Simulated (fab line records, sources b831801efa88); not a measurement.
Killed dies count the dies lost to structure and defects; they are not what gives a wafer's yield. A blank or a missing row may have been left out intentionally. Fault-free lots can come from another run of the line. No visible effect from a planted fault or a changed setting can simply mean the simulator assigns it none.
Which tool is to blame? ; flow sky130 ; 14 lots, 39 wafers sampled, at 5 steps of a route of 708

## WHAT THE GAUGES READ, wafer by wafer
SKY_POLY_CUT_OVL_MEAS_09.
lot;measured;on;POLY_CUT_OVL (nm)
L961;day 22 13:46;overlay-01;-10 -4 -5
L962;day 24 09:20;overlay-02;-7 -5 -1
L966;day 26 11:34;overlay-01;-5 1 3
L967;day 26 20:08;overlay-01;-6 -2 2
L968;day 27 10:29;overlay-02;4 7 1
L970;day 28 05:37;overlay-02;-7 -7 9
L971;day 28 13:50;overlay-02;1 3 8
L972;day 28 20:49;overlay-01;-3 -1 2
L977;day 30 22:59;overlay-01;-8 -8 4
L974;day 30 23:07;overlay-02;-11 -5 -12
L975;day 31 00:35;overlay-02;6 7
L980;day 31 08:38;overlay-02;1 1
L981;day 31 23:44;overlay-02;4 2
L983;day 32 21:02;overlay-01;-9 -5 -1

SKY_SD_N_CD_MEAS_07: the cd target is 380 nm.
lot;measured;on;cd nm (nm)
L961;day 26 09:31;cd sem-02;376.6 379.7 380.4
L962;day 28 01:44;cd sem-02;381.1 380.1 380.9
L966;day 30 02:40;cd sem-01;378.3 380.3 378.7
L967;day 30 12:30;cd sem-02;383.6 379.5 380.6
L968;day 31 02:14;cd sem-02;381.2 382.2 380.1
L970;day 31 20:19;cd sem-02;380.5 382.3 379.3
L971;day 32 02:30;cd sem-02;381.0 379.6 380.2
L972;day 32 09:16;cd sem-01;380.2 378.4 377.2
L977;day 34 03:19;cd sem-01;374.7 377.2 373.9
L974;day 34 04:25;cd sem-01;379.9 378.8 376.9
L975;day 34 06:45;cd sem-01;385.0 385.2
L980;day 34 10:45;cd sem-01;379.0 380.5
L981;day 35 03:01;cd sem-02;379.4 378.7
L983;day 35 23:07;cd sem-01;378.1 380.3 379.2

SKY_LI_CONTACT_CD_MEAS_12: the cd target is 170 nm.
lot;measured;on;cd nm (nm)
L961;day 27 16:49;cd sem-01;167.9 168.3 168.2
L962;day 29 07:56;cd sem-02;169.1 169.7 169.2
L966;day 31 08:49;cd sem-02;168.7 168.7 168.8
L967;day 31 18:21;cd sem-02;170.8 171.7 169.7
L968;day 32 06:53;cd sem-01;168.1 168.1 168.2
L970;day 33 00:31;cd sem-01;168.8 169.6 168.6
L971;day 33 05:58;cd sem-02;174.1 173.3 173.0
L972;day 33 11:49;cd sem-01;169.9 170.3 170.2
L977;day 35 06:45;cd sem-01;169.9 170.9 171.9
L974;day 35 06:53;cd sem-01;170.8 170.6 171.0
L975;day 35 09:59;cd sem-02;132.1 172.0
L980;day 35 14:43;cd sem-02;130.3 171.1
L981;day 36 05:13;cd sem-01;129.6 170.2
L983;day 37 02:27;cd sem-02;170.7 170.7 171.7

SKY_LOCAL_INTERCONNECT_CD_MEAS_11: the cd target is 170 nm.
lot;measured;on;cd nm (nm)
L961;day 28 23:44;cd sem-02;169.2 170.2 170.2
L962;day 30 13:59;cd sem-01;167.5 167.6 169.1
L966;day 32 13:19;cd sem-02;170.3 170.6 169.9
L967;day 32 22:04;cd sem-02;171.0 170.5 170.2
L968;day 33 09:56;cd sem-01;170.0 171.4 169.7
L970;day 34 01:55;cd sem-01;169.7 169.1 168.3
L971;day 34 07:25;cd sem-01;169.5 170.1 169.7
L972;day 34 12:28;cd sem-01;169.3 168.6 169.6
L977;day 36 10:46;cd sem-02;169.5 170.2 168.7
L974;day 36 11:04;cd sem-01;170.2 169.3 170.4
L975;day 36 13:56;cd sem-01;171.1
L980;day 36 17:08;cd sem-02;172.8
L981;day 37 07:39;cd sem-02;169.9
L983;day 38 05:55;cd sem-02;168.4 169.2 169.9

## EACH LOT AND THE TOOL THAT RAN IT (in order: tool; ch and the chambers of the sampled wafers; start)
lot;SKY_LI_CONTACT_EXPOSE_09
L961;krf scanner-01 ch 0, day 27 03:09
L962;krf scanner-01 ch 0, day 28 17:53
L966;krf scanner-02 ch 0, day 30 18:51
L967;krf scanner-02 ch 0, day 31 04:54
L968;krf scanner-02 ch 0, day 31 17:31
L970;krf scanner-02 ch 0, day 32 11:27
L971;krf scanner-02 ch 0, day 32 17:04
L972;krf scanner-01 ch 0, day 33 00:47
L977;krf scanner-01 ch 0, day 34 16:01
L974;krf scanner-01 ch 0, day 34 17:07
L975;krf scanner-02 ch 0, day 34 19:44
L980;krf scanner-02 ch 0, day 35 01:46
L981;krf scanner-02 ch 0, day 35 17:19
L983;krf scanner-01 ch 0, day 36 15:05
- SKY_LI_CONTACT_EXPOSE_09: exposes mask LICM1, target cd 170 nm.

## AS READ BY THE TOOLS THEMSELVES (means over the sampled wafers that have a number; for cases with no such wafer, the mark the record gives instead)
SKY_LI_CONTACT_EXPOSE_09.
lot;tool;stage vel mm s (mm/s)
L961;krf scanner-01;500.00
L962;krf scanner-01;500.23
L966;krf scanner-02;499.80
L967;krf scanner-02;499.91
L968;krf scanner-02;499.84
L970;krf scanner-02;500.17
L971;krf scanner-02;500.27
L972;krf scanner-01;500.13
L977;krf scanner-01;500.30
L974;krf scanner-01;499.85
L975;krf scanner-02;500.08
L980;krf scanner-02;500.01
L981;krf scanner-02;499.71
L983;krf scanner-01;500.05

## THE ANSWER, worked out from the rows above alone
Rule: what is usual is taken from the lots themselves. Put in order of their means at a reading, lots are off if they are a third of the lots or fewer, leave a main group of 4 or more, and stand apart from it by a gap of 3 or more times the standard deviation of the main group's means; of several such gaps the widest counts. A main group is skipped when, at the precision printed for the reading in the tables above, its means are all equal. Also off: a lot with no number at a reading for which 4 or more lots have one. All remaining lots with rows at the step are treated as sound. Order of review: gauges by route order, followed by the tools' own readings, for which a lot's mean as printed above is used. At the first step where some lot is off, the reading lying furthest off is the one used; lots without a number count as furthest.
Off: L975, L980, L981 (SKY_LI_CONTACT_CD_MEAS_12, cd nm). Mean 170.0 nm and standard deviation 1.5 in the main group.
A tool fits if, at a process step before that reading, it ran every lot that is off, and no sound lot after the first of them. Those tools and the gauges at SKY_LI_CONTACT_CD_MEAS_12 are tried in the same way. One fits: SKY_LI_CONTACT_EXPOSE_09 on krf scanner-02. A fault onset in the window from L971 (day 32 17:04, its last sound lot) to L975 (day 34 19:44, its first lot off) fits.

## WHAT THE SIMULATOR HAD PUT IN
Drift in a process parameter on krf scanner-02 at SKY_LI_CONTACT_EXPOSE_09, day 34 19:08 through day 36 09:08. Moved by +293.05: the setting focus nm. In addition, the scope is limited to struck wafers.
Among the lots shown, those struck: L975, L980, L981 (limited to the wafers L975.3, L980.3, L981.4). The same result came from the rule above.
